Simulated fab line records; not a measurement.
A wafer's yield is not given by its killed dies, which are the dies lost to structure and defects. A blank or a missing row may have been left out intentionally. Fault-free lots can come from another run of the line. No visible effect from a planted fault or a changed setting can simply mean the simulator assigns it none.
2 desks, one fault :: flow gf180mcu :: what lay behind the numbers comes last; until then each desk has only its own

== METROLOGY DESK ==
Means of the sampled wafers that have a number, per lot and without regard to the tool the lot ran on: this is what the gauges read. Any lot whose mean is over 4 standard deviations away from the usual mean is out of limits and marked OUT; that distance is given in the brackets.
Columns: A = V2_CVD_00_THK at GF_V2_THK_MEAS_01, usual 599 nm; B = V2_W_RS at GF_V2_RS_MEAS_24, usual 0.329 ohm/sq; C = V2_W_THK at GF_V2_THK_MEAS_25, usual 355 nm
lot: L557
first seen here: day 20 07:54
A: 594
B: 0.324
C: 363

lot: L558
first seen here: day 20 13:10
A: 605
B: 0.331
C: 350

lot: L559
first seen here: day 20 17:25
A: 598
B: 0.330
C: 352

lot: L561
first seen here: day 20 23:13
A: 601
B: 0.325
C: 354

lot: L560
first seen here: day 21 02:55
A: 608
B: 0.331
C: 358

lot: L562
first seen here: day 21 15:20
A: 602
B: 0.329
C: 351

lot: L563
first seen here: day 22 00:52
A: 598
B: 0.328
C: 353

lot: L565
first seen here: day 22 10:43
A: 593
B: 0.331
C: 351

lot: L566
first seen here: day 23 04:38
A: 593
B: 0.326
C: 357

lot: L575
first seen here: day 26 01:54
A: 600
B: 0.342
C: 344

lot: L576
first seen here: day 26 06:49
A: 598
B: 0.348 (+5.5) OUT
C: 334
This desk reports L576 out of limits; the earliest was L576 at day 27 04:41 (V2_W_RS at GF_V2_RS_MEAS_24). In limits: L557, L558, L559, L561, L560, L562, L563, L565, L566, L575.

== DESK OF THE TOOL OWNER: cvd_w-01 ==
The tool's own readings at GF_V2_CVD_23 (deposits W, target thk 350 nm, time 104.94 s): means of the sampled wafers that have a number, for each lot that ran on this tool. Any lot whose mean is over 4 standard deviations away from the usual mean is out of limits and marked OUT; that distance is given in the brackets.
Columns: A = chamber_pressure_Torr at GF_V2_CVD_23, usual 39.99 Torr; B = heater_power_w at GF_V2_CVD_23, usual 742 W
lot: L558
first seen here: day 21 14:46
A: 39.94
B: 681

lot: L559
first seen here: day 21 19:13
A: 39.99
B: 675

lot: L565
first seen here: day 23 11:17
A: 40.06
B: 673

lot: L575
first seen here: day 27 00:17
A: 40.01
B: 688

lot: L576
first seen here: day 27 04:34
A: 39.92
B: 674
Finding of this desk: none of the 5 lots has anything out of limits.

== ALL TOGETHER ==
On L576, the metrology desk was in a position to raise an alarm at day 27 04:41.
Nothing out of limits was seen by the tool owner's desk.
Tool owner's desk: L576 on record, inside its limits.
GF_V2_CVD_23 was run on cvd_w-01 by each of the lots named.

== WHAT HAD BEEN PUT IN BY THE SIMULATOR ==
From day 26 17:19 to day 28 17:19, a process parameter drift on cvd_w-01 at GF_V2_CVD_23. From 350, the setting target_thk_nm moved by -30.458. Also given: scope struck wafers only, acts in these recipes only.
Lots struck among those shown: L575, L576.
Time in hours between the start of the fault and the first out-of-limits reading at each desk: metrology desk, 11.
